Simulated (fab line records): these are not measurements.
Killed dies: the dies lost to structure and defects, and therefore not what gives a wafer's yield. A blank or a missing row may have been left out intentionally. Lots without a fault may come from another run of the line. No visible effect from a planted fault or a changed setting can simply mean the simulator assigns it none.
What tool caused it? + flow sky130 + 11 lots with 33 wafers sampled at 5 steps, on a route of 708 steps

WHAT EACH GAUGE READ, for each wafer
SKY_PASSIVATION_THK_MEAS_01. Usual: PASSIVATION_CVD_00_THK 90.0 nm, standard deviation 1.
| lot  | measured     | on            | PASSIVATION_CVD_00_THK (nm)   | flag |
|------|--------------|---------------|-------------------------------|------|
| L854 | day 43 12:55 | film-metro-04 | 90.1 91.4 89.7                |      |
| L856 | day 44 21:04 | film-metro-02 | 90.9 89.8 92.2                |      |
| L858 | day 45 00:50 | film-metro-04 | 89.6 90.6 91.0                |      |
| L857 | day 45 02:18 | film-metro-04 | 88.7 89.8 90.3                |      |
| L859 | day 45 03:26 | film-metro-02 | 89.8 88.1 90.4                |      |
| L861 | day 46 03:14 | film-metro-04 | 89.0 89.9 90.8                |      |
| L862 | day 46 04:38 | film-metro-01 | 88.8 91.3 91.1                |      |
| L863 | day 46 07:44 | film-metro-04 | 89.2 90.7 90.8                |      |
| L864 | day 46 10:37 | film-metro-04 | 89.4 88.5 90.8                |      |
| L873 | day 48 19:56 | film-metro-01 | 89.7 80.8 90.8 89.7 80.8 90.7 |      |
| L876 | day 50 02:16 | film-metro-01 | 87.7 89.1 89.7                |      |

WHAT TOOL EACH LOT RAN ON (gives the tool, then ch and the chambers of the sampled wafers, and finally the start)
| lot  | SKY_CAP2M_STRIP_14                   | SKY_VIA4_ETCH_12                   | SKY_METAL5_SPUTTER_02        | SKY_PASSIVATION_CVD_00          |
|------|--------------------------------------|------------------------------------|------------------------------|---------------------------------|
| L854 | plasma-asher-04 ch 0,1, day 40 09:08 | rie-diel-03 ch 1,2,3, day 42 11:41 | pvd-sputter-01, day 42 13:31 | pecvd-01 ch 0,2, day 43 12:52   |
| L856 | plasma-asher-04 ch 0,1, day 41 23:12 | rie-diel-03 ch 0,1,3, day 43 21:59 | pvd-sputter-04, day 43 23:23 | pecvd-01 ch 1,2, day 44 21:03   |
| L858 | plasma-asher-04 ch 0, day 42 01:28   | rie-diel-02 ch 0,2, day 44 00:38   | pvd-sputter-03, day 44 02:03 | pecvd-03 ch 1,2, day 45 00:49   |
| L857 | plasma-asher-03 ch 0,1, day 42 01:38 | rie-diel-04 ch 0,1,2, day 44 01:55 | pvd-sputter-03, day 44 03:34 | pecvd-02 ch 0,2, day 45 02:17   |
| L859 | plasma-asher-03 ch 0,1, day 42 03:32 | rie-diel-02 ch 1,2, day 44 03:37   | pvd-sputter-01, day 44 05:02 | pecvd-01 ch 1,2, day 45 03:25   |
| L861 | plasma-asher-04 ch 0,1, day 43 05:53 | rie-diel-04 ch 0,2, day 45 03:17   | pvd-sputter-01, day 45 04:42 | pecvd-02 ch 0,1, day 46 03:13   |
| L862 | plasma-asher-02 ch 0,1, day 43 06:49 | rie-diel-02 ch 1,3, day 45 05:35   | pvd-sputter-03, day 45 06:59 | pecvd-01 ch 0,1,2, day 46 04:37 |
| L863 | plasma-asher-03 ch 0,1, day 43 09:36 | rie-diel-04 ch 0,1,2, day 45 08:08 | pvd-sputter-03, day 45 09:35 | pecvd-01 ch 0,1,2, day 46 07:43 |
| L864 | plasma-asher-02 ch 0,1, day 43 12:59 | rie-diel-04 ch 1,2,3, day 45 11:08 | pvd-sputter-01, day 45 12:35 | pecvd-01 ch 0,2, day 46 10:35   |
| L873 | plasma-asher-02 ch 0,1, day 46 07:06 | rie-diel-03 ch 1,2, day 47 22:29   | pvd-sputter-01, day 48 00:10 | pecvd-02 ch 0,1, day 48 19:55   |
| L876 | plasma-asher-03 ch 0,1, day 47 17:25 | rie-diel-03 ch 1,2, day 49 08:08   | pvd-sputter-04, day 49 09:33 | pecvd-03 ch 0,1, day 50 02:13   |
- SKY_CAP2M_STRIP_14: strips in O2/N2.
- SKY_VIA4_ETCH_12: etches SiO2 in C4F8/O2/Ar, stops on TiN, target depth 580 nm.
- SKY_METAL5_SPUTTER_02: material AlCu, target thk 1150 nm, time 61.2 s.
- SKY_PASSIVATION_CVD_00: deposits SiO2, target thk 90 nm.

AS READ BY THE TOOLS THEMSELVES (means over the sampled wafers that have a number; for cases with no such wafer, the mark the record gives instead)
SKY_CAP2M_STRIP_14. Usual: drypump-motor-current-A 5.7 A, standard deviation 0.45; o2-flow-sccm 2999 sccm, standard deviation 9.5; oes-product-au 0.710 a.u., standard deviation 0.0051; strip-time-to-endpoint-s 12.71 s, standard deviation 0.043.
| lot  | tool            | drypump-motor-current-A (A) | o2-flow-sccm (sccm) | oes-product-au (a.u.) | strip-time-to-endpoint-s (s) | flag |
|------|-----------------|-----------------------------|---------------------|-----------------------|------------------------------|------|
| L854 | plasma-asher-04 | 5.2                         | 3003                | 0.713                 | 12.74                        |      |
| L856 | plasma-asher-04 | 5.5                         | 2986                | 0.717                 | 12.77                        |      |
| L858 | plasma-asher-04 | 5.8                         | 3002                | 0.712                 | 12.64                        |      |
| L857 | plasma-asher-03 | 6.0                         | 2993                | 0.711                 | 12.73                        |      |
| L859 | plasma-asher-03 | 6.1                         | 3003                | 0.708                 | 12.69                        |      |
| L861 | plasma-asher-04 | 5.2                         | 3002                | 0.708                 | 12.72                        |      |
| L862 | plasma-asher-02 | 5.9                         | 3001                | 0.706                 | 12.73                        |      |
| L863 | plasma-asher-03 | 5.8                         | 3010                | 0.708                 | 12.71                        |      |
| L864 | plasma-asher-02 | 6.0                         | 2999                | 0.707                 | 12.65                        |      |
| L873 | plasma-asher-02 | 6.0                         | 3000                | 0.710                 | 12.72                        |      |
| L876 | plasma-asher-03 | 6.1                         | 3005                | 0.707                 | 12.70                        |      |

SKY_VIA4_ETCH_12. Usual: 0.926 a.u. for oes-product-au, sd 0.0045.
| lot  | tool        | oes-product-au (a.u.) | flag |
|------|-------------|-----------------------|------|
| L854 | rie-diel-03 | 0.928                 |      |
| L856 | rie-diel-03 | 0.929                 |      |
| L858 | rie-diel-02 | 0.933                 |      |
| L857 | rie-diel-04 | 0.928                 |      |
| L859 | rie-diel-02 | 0.929                 |      |
| L861 | rie-diel-04 | 0.924                 |      |
| L862 | rie-diel-02 | 0.931                 |      |
| L863 | rie-diel-04 | 0.926                 |      |
| L864 | rie-diel-04 | 0.924                 |      |
| L873 | rie-diel-03 | 0.926                 |      |
| L876 | rie-diel-03 | 0.925                 |      |

SKY_METAL5_SPUTTER_02. Usual: 30.3 % for throttle-valve-pct, sd 0.88.
| lot  | tool           | throttle-valve-pct (%) | flag |
|------|----------------|------------------------|------|
| L854 | pvd-sputter-01 | 31.0                   |      |
| L856 | pvd-sputter-04 | 29.7                   |      |
| L858 | pvd-sputter-03 | 29.2                   |      |
| L857 | pvd-sputter-03 | 30.0                   |      |
| L859 | pvd-sputter-01 | 30.9                   |      |
| L861 | pvd-sputter-01 | 30.7                   |      |
| L862 | pvd-sputter-03 | 29.3                   |      |
| L863 | pvd-sputter-03 | 29.7                   |      |
| L864 | pvd-sputter-01 | 30.8                   |      |
| L873 | pvd-sputter-01 | 31.1                   |      |
| L876 | pvd-sputter-04 | 31.0                   |      |

SKY_PASSIVATION_CVD_00. Usual: heater-power-w 684 W, standard deviation 90; susceptor-temp-C 400.01 C, standard deviation 0.22.
| lot  | tool     | heater-power-w (W) | susceptor-temp-C (C) | flag |
|------|----------|--------------------|----------------------|------|
| L854 | pecvd-01 | 661                | 400.21               |      |
| L856 | pecvd-01 | 714                | 400.05               |      |
| L858 | pecvd-03 | 687                | 400.11               |      |
| L857 | pecvd-02 | 680                | 400.03               |      |
| L859 | pecvd-01 | 743                | 400.12               |      |
| L861 | pecvd-02 | 736                | 399.85               |      |
| L862 | pecvd-01 | 710                | 399.99               |      |
| L863 | pecvd-01 | 759                | 400.01               |      |
| L864 | pecvd-01 | 712                | 400.12               |      |
| L873 | pecvd-02 | 639                | 399.95               |      |
| L876 | pecvd-03 | 594                | 399.98               |      |

THE ANSWER, worked out from the rows above alone
Rule: lot off if the mean of its wafers having a number is beyond 3 standard deviations from the usual mean. Also off: a lot with no number at a reading for which 4 or more lots have one. All remaining lots with rows at the step are treated as sound. The gauges are gone through in route order, then the tools' own readings, and for those a lot's mean is taken as printed above. The first step at which some lot is off is used, and at that step the reading that is off furthest; a lot without a number counts as furthest.
No lot is off at any reading shown: from this, nothing can be told.

WHAT WAS PUT IN BY THE SIMULATOR
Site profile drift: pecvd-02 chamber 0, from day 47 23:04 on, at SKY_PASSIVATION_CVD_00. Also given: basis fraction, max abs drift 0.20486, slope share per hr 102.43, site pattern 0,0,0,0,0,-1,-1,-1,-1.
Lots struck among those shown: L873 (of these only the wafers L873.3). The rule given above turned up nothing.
